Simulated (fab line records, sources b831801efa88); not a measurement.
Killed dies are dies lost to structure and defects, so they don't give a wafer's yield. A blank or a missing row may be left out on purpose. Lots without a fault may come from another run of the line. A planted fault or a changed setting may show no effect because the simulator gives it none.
Chamber matching | flow gf180mcu | GF_V4_CMP_26 on cmp-01: 4 sister chambers
The step polishes, stops on SiO2, t overpolish 15 s, target thk 0 nm. 8 wafers are shown with their chamber, then 12 later ones without.

WAFERS WITH THEIR CHAMBER
wafer  | chamber | motor_current_A (A) | time_to_endpoint_s (s)
L085.3 | 2       | 11.2                | 92
L087.5 | 3       | 12.2                | 84
L088.1 | 1       | 11.9                | 81
L088.2 | 0       | 11.1                | 81
L088.3 | 2       | 11.6                | 84
L090.1 | 0       | 12.2                | 82
L090.2 | 1       | 12.1                | 81
L090.3 | 3       | 11.7                | 82

WAFERS WITHOUT THEIR CHAMBER
wafer  | motor_current_A (A) | time_to_endpoint_s (s)
L091.2 | 11.3                | 89
L091.3 | 12.4                | 90
L091.5 | 11.3                | 88
L095.1 | 12.0                | 85
L095.2 | 12.0                | 86
L095.5 | 11.6                | 83
L096.2 | 10.8                | 85
L096.3 | 11.5                | 82
L096.4 | 12.2                | 77
L096.1 | 12.8                | 83
L096.5 | 12.0                | 77
L096.6 | 11.5                | 84

WHICH CHAMBER EACH WENT THROUGH
wafer  | from the rows above               | in truth
L091.2 | 2                                 | 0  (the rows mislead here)
L091.3 | can't be placed: 2 or 3 or 1 or 0 | 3
L091.5 | 2                                 | 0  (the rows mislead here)
L095.1 | can't be placed: 3 or 1 or 0 or 2 | 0
L095.2 | can't be placed: 3 or 2 or 1 or 0 | 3
L095.5 | can't be placed: 0 or 3 or 1 or 2 | 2
L096.2 | can't be placed: 2 or 0 or 3 or 1 | 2
L096.3 | can't be placed: 0 or 3 or 1 or 2 | 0
L096.4 | can't be placed: 1 or 0 or 3      | 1
L096.1 | can't be placed: 3 or 1 or 0 or 2 | 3
L096.5 | can't be placed: 1 or 0 or 3      | 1
L096.6 | can't be placed: 0 or 3 or 2 or 1 | 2
Placed correctly: 0 of 12. Can't be placed from these rows: 10 (the true chamber is among the candidates in 10). Placed wrongly: 2.
How it was worked out, from the rows above alone: a wafer's distance from a chamber is the root of the sum, over the readings, of the square of ((its reading less the chamber's mean) divided by the reading's scatter). The wafer belongs to the nearest chamber; if the next one is less than 2 further off, it can't be placed. A chamber's mean is the mean of its shown wafers. The scatter: the root of (the sum of the squares of (reading less its chamber's mean) over the shown wafers, divided by (wafers less chambers)).
